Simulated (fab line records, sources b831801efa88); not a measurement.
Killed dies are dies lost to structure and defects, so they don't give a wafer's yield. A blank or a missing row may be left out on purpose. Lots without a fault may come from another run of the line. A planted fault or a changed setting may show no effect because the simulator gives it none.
One fault seen from 2 desks | flow sky130 | each desk has only its own numbers; what lay behind them comes last

THE TOOL OWNER'S DESK: cmp-01
The tool's own readings at SKY_VIA3_CMP_24 (polishes, stops on SiO2, t overpolish 20 s, target thk 0 nm): means of the sampled wafers that have a number, for each lot that ran on this tool. A lot is out of limits, marked OUT, if its mean lies more than 4 standard deviations from the usual mean; the brackets give that distance.
Columns: A = head_pressure_psi at SKY_VIA3_CMP_24, usual 3.499 psi; B = motor_current_A at SKY_VIA3_CMP_24, usual 11.1 A; C = overpolish_run_s at SKY_VIA3_CMP_24, usual 20.000 s; D = time_to_endpoint_s at SKY_VIA3_CMP_24, usual 95 s
lot  | first seen here | A     | B    | C                        | D
L535 | day 39 20:11    | 3.501 | 11.3 | 20.002                   | 90
L537 | day 40 06:50    | 3.502 | 11.0 | 19.994                   | 90
L538 | day 40 09:17    | 3.503 | 10.5 | 13.353 (-99 or more) OUT | 114 (+5.6) OUT
L539 | day 40 12:42    | 3.504 | 11.1 | 0.042 (-99 or more) OUT  | 149 (+16) OUT
L550 | day 43 19:06    | 3.493 | 10.8 | 19.996                   | 97
L551 | day 43 22:14    | 3.505 | 10.7 | 20.012                   | 95
L556 | day 45 23:28    | 3.496 | 10.9 | 20.003                   | 95
L557 | day 46 00:15    | 3.492 | 11.2 | 19.994                   | 96
This desk's finding: out of limits on L538, L539; first on L538, day 40 09:17 (overpolish_run_s at SKY_VIA3_CMP_24). In limits: L535, L537, L550, L551, L556, L557.

THE METROLOGY DESK
What the gauges read, lot by lot, whatever tool the lot ran on: means of the sampled wafers that have a number. A lot is out of limits, marked OUT, if its mean lies more than 4 standard deviations from the usual mean; the brackets give that distance.
Columns: A = VIA3_W_RS at SKY_VIA3_RS_MEAS_22, usual 0.2935 ohm/sq; B = CAP2M_CVD_00_THK at SKY_CAP2M_THK_MEAS_01, usual 15.49 nm
lot  | first seen here | A      | B
L535 | day 39 20:00    | 0.2929 | 15.42
L537 | day 40 06:42    | 0.2964 | 15.65
L538 | day 40 09:07    | 0.2917 | 15.52
L539 | day 40 12:23    | 0.2934 | -
L549 | day 43 02:52    | 0.2913 | 15.58
L550 | day 43 18:46    | 0.2906 | 15.49
L551 | day 43 21:52    | 0.2936 | 15.33
L552 | day 44 06:34    | 0.2940 | 15.45
L553 | day 44 11:16    | 0.2952 | 15.42
L554 | day 44 16:07    | 0.2933 | 15.46
L555 | day 45 06:49    | 0.2921 | 15.51
L556 | day 45 23:11    | 0.2935 | 15.58
L558 | day 45 23:43    | 0.2956 | 15.58
L557 | day 45 23:56    | 0.2938 | 15.74
This desk's finding: nothing out of limits on any of the 14 lots.

PUT TOGETHER
The tool owner's desk could have raised an alarm at day 40 09:17, on L538, L539.
The metrology desk saw nothing out of limits.
The metrology desk has L538, L539 on record, within its limits.
Of the lots named, all ran SKY_VIA3_CMP_24 on cmp-01.

WHAT THE SIMULATOR HAD PUT IN
Process parameter drift: cmp-01, from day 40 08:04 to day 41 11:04, at SKY_VIA3_CMP_24. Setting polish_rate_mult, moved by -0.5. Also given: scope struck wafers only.
Lots struck among those shown: L538, L539.
Hours from the fault's start to each desk's first reading out of limits: the tool owner's desk, 1.
